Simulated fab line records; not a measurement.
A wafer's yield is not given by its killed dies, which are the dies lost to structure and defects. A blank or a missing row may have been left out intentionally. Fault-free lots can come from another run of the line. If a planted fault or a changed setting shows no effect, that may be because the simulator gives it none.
Code-filled problem report in 8D (eight disciplines) form | flow gf180mcu | the parts of the form that need people (team, actions taken, sign-off) are left out

== 1. THE PROBLEM ==
Wafers without a fault read 229.5 nm, standard deviation 0.99; cdNm at GF_M1_CD_MEAS_14 reads a mean of 119.1 nm on 2 wafers belonging to 2 lots. So: -99 or more standard deviations from the usual mean.
The step: target cd 230 nm.
Earliest sighting: wafer L869.3 on cdSem-02 at day 20 10:18. Wafers with a number at this step in the record: 42, from 14 lots. The rule behind "out" and "out of limits": a value lying over 4 standard deviations away from the usual mean. All remaining wafers that have a number are taken as sound.

== 2. WHAT THIS IS AND IS NOT ==
question                    | is                 | is not
which readings at this step | cdNm               | -
which lots                  | L869, L870         | L861, L862, L863, L864, L871, L876, L877, L878, L880, L881, L882, L883
which wafers of those lots  | L869.3, L870.3     | L869.1, L869.6, L870.2, L870.6
read on which gauges        | cdSem-01, cdSem-02 | -
when                        | from day 20 10:18  | up to then (14 sound wafers); but 26 sound wafers of L870, L871, L876, L877, L878, L880, L881, L882, L883 came after

== 3. SUSPECTS, AND WHAT RULES EACH OUT ==
Counting: a tool at a process step up to the reading stays a suspect if it ran every lot that is out. Sound lots after the first of them don't rule it out here, since some wafers of a struck lot are sound.
- the gauge at GF_M1_CD_MEAS_14 is ruled out. The wafers that are out were read on 2 gauges (cdSem-01, cdSem-02).
- krfScanner-02 at GF_M1_EXPOSE_11 (exposes mask Metal1, target cd 230 nm): kept. Every lot that is out went through it, the first being L869 (day 19 22:11); the last sound lot it ran before that was L864 (day 17 17:37).
Remaining after the count: krfScanner-02 at GF_M1_EXPOSE_11.

== 4. THE CAUSE (what the simulator had put in) ==
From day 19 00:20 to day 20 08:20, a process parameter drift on krfScanner-02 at GF_M1_EXPOSE_11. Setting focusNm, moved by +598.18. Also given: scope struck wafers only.
After counting, this tool was the only one left.

== 5. THE EFFECT CHAIN, in route order ==
Each row: a reading whose mean over the struck wafers that have a number lies more than 3 standard deviations from the usual. Readings are gone through only where the record gives a usual standard deviation; hours: the median, over the lots, of the time from a lot's start at the first step in this table giving one to that lot's start at this step; sigmas: the change measured in usual standard deviations.
hours | step             | reading | usual    | on struck wafers | change | sigmas
0     | GF_M1_CD_MEAS_14 | cdNm    | 229.5 nm | 119.1            | -110.4 | -99 or more

== 6. WHAT WOULD HAVE CAUGHT IT SOONER ==
The first out-of-limits reading at a measuring or inspecting step in this record came at day 20 10:18, 34 hours after the fault's start at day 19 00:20.
Of the tool readings at GF_M1_EXPOSE_11 for which the record gives a usual standard deviation, none was out on any struck wafer, so an alarm limit of 4 standard deviations on them would not have fired.
Each of the lots that are out, 2 in all, had begun GF_M1_EXPOSE_11 on krfScanner-02 no later than day 20 10:18. None of them would have been spared by holding the tool at that moment.
